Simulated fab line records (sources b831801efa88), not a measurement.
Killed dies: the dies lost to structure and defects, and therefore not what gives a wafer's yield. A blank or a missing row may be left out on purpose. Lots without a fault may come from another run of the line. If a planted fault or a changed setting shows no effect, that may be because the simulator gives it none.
Code-filled problem report in 8D (eight disciplines) form || flow sky130 || the parts of the form that need people (team, actions taken, sign-off) are left out

== 1. PROBLEM STATEMENT ==
Wafers without a fault read 23.00 C, standard deviation 0.11; developer_temp_C at SKY_SD_N_DEVELOP_06 reads a mean of 20.80 C on 6 wafers belonging to 2 lots. That is -20 standard deviations from the usual mean.
The step: develop time 60 s.
First observed at day 32 11:58: wafer L844.3, on litho_track-03. The record has a number at this step for 18 wafers belonging to 6 lots. Rule for "out", or "out of limits": more than 4 standard deviations from the usual mean. The rest of the wafers with a number are treated as sound.

== 2. WHAT THIS IS AND IS NOT ==
{"question": "which readings at this step", "is": "developer_temp_C", "is not": "-"}
{"question": "which lots", "is": "L844, L845", "is not": "L833, L834, L847, L854"}
{"question": "which wafers of those lots", "is": "all that have a number", "is not": "-"}
{"question": "read on which tools", "is": "litho_track-03", "is not": "litho_track-01, litho_track-04"}
{"question": "when", "is": "from day 32 11:58", "is not": "up to then (6 sound wafers); but 6 sound wafers of L847, L854 came after"}

== 3. SUSPECTS, AND WHAT RULES EACH OUT ==
Counting: a tool at a process step up to the reading stays a suspect if it ran every lot that is out and no sound lot after the first of them.
- litho_track-03 at SKY_SD_N_DEVELOP_06 (develop time 60 s): kept. Every lot that is out went through it, starting with L844 (day 32 11:58), and after that it ran no sound lot; the last sound lot it ran before then is L834 (day 28 15:38). Its own developer_temp_C readings are out on those wafers.
The count leaves litho_track-03 at SKY_SD_N_DEVELOP_06.

== 4. THE CAUSE (what the simulator had put in) ==
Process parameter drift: litho_track-03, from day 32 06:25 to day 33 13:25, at SKY_SD_N_DEVELOP_06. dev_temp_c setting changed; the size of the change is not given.
Counting left only this tool.

== 5. THE CHAIN OF EFFECTS, in route order ==
Rows list readings where the struck wafers' mean (over those with a number) sits beyond 3 standard deviations from the usual. Only readings whose record carries a usual standard deviation are examined. hours: median over the lots of the time between each lot's start at the first step of this table that gives one and its start at this step. sigmas: the change, counted in usual standard deviations.
{"hours": 0, "step": "SKY_SD_N_DEVELOP_06", "reading": "developer_temp_C", "usual": "23.00 C", "on struck wafers": 20.80, "change": -2.20, "sigmas": -20}
Its process steps:
- SKY_SD_N_DEVELOP_06: develop time 60 s.
At these later measuring or inspecting steps, every struck wafer for which the step has a row has a number for every such reading, and none has moved that far: SKY_SD_N_CD_MEAS_07, SKY_SD_N_OVL_MEAS_08.

== 6. WHAT WOULD HAVE CAUGHT IT SOONER ==
The fault began at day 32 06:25; the first out-of-limits reading in this record came at day 32 11:58, 6 hours later.
